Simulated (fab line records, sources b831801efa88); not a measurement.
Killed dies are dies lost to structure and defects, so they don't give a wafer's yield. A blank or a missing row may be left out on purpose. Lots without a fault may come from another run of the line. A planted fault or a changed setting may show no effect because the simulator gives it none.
Which tool did it? | flow gf180mcu | 13 lots, 39 wafers sampled, at 5 steps of a route of 602

WHAT THE GAUGES READ, wafer by wafer
GF_VT_IMPLANT_TW_MEAS_43.
lot  | measured     | on            | VT_IMPLANT_4_TW
L627 | day 7 21:20  | film_metro-02 | 703 701 696
L629 | day 8 10:26  | film_metro-01 | 683 682 683
L630 | day 8 18:47  | film_metro-02 | 696 695 693
L631 | day 8 22:10  | film_metro-04 | 695 692 688
L632 | day 9 06:05  | film_metro-02 | 690 694 694
L633 | day 9 10:14  | film_metro-02 | 692 691 690
L640 | day 11 09:17 | film_metro-04 | 685 686 687
L642 | day 12 06:10 | film_metro-04 | 690 690 689
L643 | day 12 06:25 | film_metro-02 | 699 694 697
L645 | day 12 20:34 | film_metro-02 | 696 700 696
L646 | day 13 04:58 | film_metro-04 | 687 692 685
L647 | day 13 12:37 | film_metro-01 | 680 680 684
L649 | day 14 01:19 | film_metro-02 | 697 696 699

GF_HV_LDD_TW_MEAS_23.
lot  | measured     | on            | HV_LDD_2_TW
L627 | day 11 04:25 | film_metro-04 | 1055 1050 1059
L629 | day 11 16:49 | film_metro-01 | 1045 1045 1043
L630 | day 12 05:25 | film_metro-03 | 1048 1058 1051
L631 | day 12 07:51 | film_metro-03 | 1057 1060 1055
L632 | day 12 17:04 | film_metro-01 | 1042 1036 1037
L633 | day 12 19:48 | film_metro-03 | 1059 1054 1055
L640 | day 15 05:02 | film_metro-01 | 1301 1300 1299
L642 | day 16 02:08 | film_metro-01 | 1302 1300 1309
L643 | day 16 03:34 | film_metro-04 | 1052 1059 1052
L645 | day 16 18:20 | film_metro-04 | 1055 1053 1059
L646 | day 17 02:56 | film_metro-04 | 1054 1055 1055
L647 | day 17 12:20 | film_metro-01 | 1034 1043 1048
L649 | day 18 02:48 | film_metro-01 | 1050 1048 1048

GF_HV_LDD_THK_MEAS_55.
lot  | measured     | on            | HV_LDD_CVD_54_THK (nm)
L627 | day 12 20:36 | film_metro-03 | 10.10 10.10 10.17
L629 | day 13 10:22 | film_metro-04 | 9.78 9.75 9.76
L630 | day 13 22:50 | film_metro-01 | 9.95 9.90 10.05
L631 | day 14 04:44 | film_metro-03 | 9.87 9.92 9.98
L632 | day 14 12:20 | film_metro-04 | 10.27 10.21 10.25
L633 | day 14 14:56 | film_metro-01 | 10.24 10.26 10.16
L640 | day 17 11:27 | film_metro-03 | 9.79 9.83 9.76
L642 | day 18 01:45 | film_metro-01 | 10.08 10.20 10.17
L643 | day 18 04:11 | film_metro-04 | 10.04 10.14 10.02
L645 | day 18 19:36 | film_metro-01 | 10.26 10.21 10.15
L646 | day 19 05:11 | film_metro-03 | 10.14 10.13 10.10
L647 | day 19 14:46 | film_metro-04 | 10.06 9.95 9.91
L649 | day 20 04:34 | film_metro-04 | 10.00 9.99 10.12

WHICH TOOL RAN EACH LOT (tool, then ch and the chambers of the sampled wafers, then the start)
lot  | GF_HV_LDD_IMPLANT_21            | GF_HV_LDD_STRIP_37
L627 | implanter-04 ch 0, day 11 04:11 | plasma_asher-04 ch 0,1, day 11 23:31
L629 | implanter-01 ch 0, day 11 16:35 | plasma_asher-03 ch 0, day 12 13:12
L630 | implanter-04 ch 0, day 12 05:12 | plasma_asher-04 ch 0,1, day 13 01:28
L631 | implanter-01 ch 0, day 12 07:37 | plasma_asher-01 ch 0, day 13 04:30
L632 | implanter-01 ch 0, day 12 16:50 | plasma_asher-01 ch 0,1, day 13 14:02
L633 | implanter-01 ch 0, day 12 19:34 | plasma_asher-01 ch 0,1, day 13 16:21
L640 | implanter-02 ch 0, day 15 04:29 | plasma_asher-04 ch 0,1, day 16 10:36
L642 | implanter-01 ch 0, day 16 01:35 | plasma_asher-01 ch 0,1, day 17 01:15
L643 | implanter-02 ch 0, day 16 03:19 | plasma_asher-01 ch 0, day 17 02:31
L645 | implanter-01 ch 0, day 16 18:05 | plasma_asher-01 ch 0,1, day 17 18:03
L646 | implanter-01 ch 0, day 17 02:41 | plasma_asher-03 ch 0,1, day 18 03:17
L647 | implanter-01 ch 0, day 17 12:05 | plasma_asher-03 ch 0,1, day 18 12:27
L649 | implanter-02 ch 0, day 18 02:33 | plasma_asher-01 ch 0,1, day 19 03:14
- GF_HV_LDD_IMPLANT_21
- GF_HV_LDD_STRIP_37: strips in O2/N2.

WHAT THE TOOLS THEMSELVES READ (means of the sampled wafers that have a number; where no wafer has one, the mark that the record gives instead)
GF_HV_LDD_IMPLANT_21.
lot  | tool         | end_station_pressure_torr (Torr)
L627 | implanter-04 | 5.36e-06
L629 | implanter-01 | 4.94e-06
L630 | implanter-04 | 5.32e-06
L631 | implanter-01 | 5.24e-06
L632 | implanter-01 | 5.36e-06
L633 | implanter-01 | 5.17e-06
L640 | implanter-02 | 5.22e-06
L642 | implanter-01 | 5.15e-06
L643 | implanter-02 | 5.10e-06
L645 | implanter-01 | 5.25e-06
L646 | implanter-01 | 5.49e-06
L647 | implanter-01 | 5.26e-06
L649 | implanter-02 | 5.27e-06

GF_HV_LDD_STRIP_37.
lot  | tool            | drypump_motor_current_A (A) | heater_power_w (W) | oes_product_au (a.u.) | strip_time_to_endpoint_s (s)
L627 | plasma_asher-04 | 5.7                         | 338                | 0.714                 | 12.66
L629 | plasma_asher-03 | 6.8                         | 333                | 0.719                 | 12.67
L630 | plasma_asher-04 | 5.7                         | 339                | 0.714                 | 12.64
L631 | plasma_asher-01 | 6.0                         | 294                | 0.717                 | 12.60
L632 | plasma_asher-01 | 6.2                         | 320                | 0.711                 | 12.70
L633 | plasma_asher-01 | 6.2                         | 320                | 0.717                 | 12.65
L640 | plasma_asher-04 | 5.7                         | 334                | 0.718                 | 12.66
L642 | plasma_asher-01 | 6.1                         | 320                | 0.718                 | 12.64
L643 | plasma_asher-01 | 6.1                         | 296                | 0.717                 | 12.69
L645 | plasma_asher-01 | 6.1                         | 324                | 0.717                 | 12.66
L646 | plasma_asher-03 | 5.5                         | 318                | 0.719                 | 12.66
L647 | plasma_asher-03 | 5.6                         | 319                | 0.715                 | 12.65
L649 | plasma_asher-01 | 6.1                         | 306                | 0.719                 | 12.70

THE ANSWER, worked out from the rows above alone
Rule: what is usual is taken from the lots themselves. Put in order of their means at a reading, lots are off if they are a third of the lots or fewer, leave a main group of 4 or more, and stand apart from it by a gap of 3 or more times the standard deviation of the main group's means; of several such gaps the widest counts. A main group whose means are all the same, to the digits that the tables above print for the reading, isn't used. A lot without any number at a reading at which 4 lots or more have one is off too. The other lots that the step has rows for count as sound. The gauges are gone through in route order, then the tools' own readings, and for those a lot's mean is taken as printed above. The first step at which some lot is off is used, and at that step the reading that is off furthest; a lot without a number counts as furthest.
Off: L640, L642, at GF_HV_LDD_TW_MEAS_23 (HV_LDD_2_TW). The main group: mean 1051, standard deviation 6.2.
A tool fits if, at a process step before that reading, it ran every lot that is off, and no sound lot after the first of them. The gauges at GF_HV_LDD_TW_MEAS_23 are tried like those tools. None of those tried fits.

WHAT THE SIMULATOR HAD PUT IN
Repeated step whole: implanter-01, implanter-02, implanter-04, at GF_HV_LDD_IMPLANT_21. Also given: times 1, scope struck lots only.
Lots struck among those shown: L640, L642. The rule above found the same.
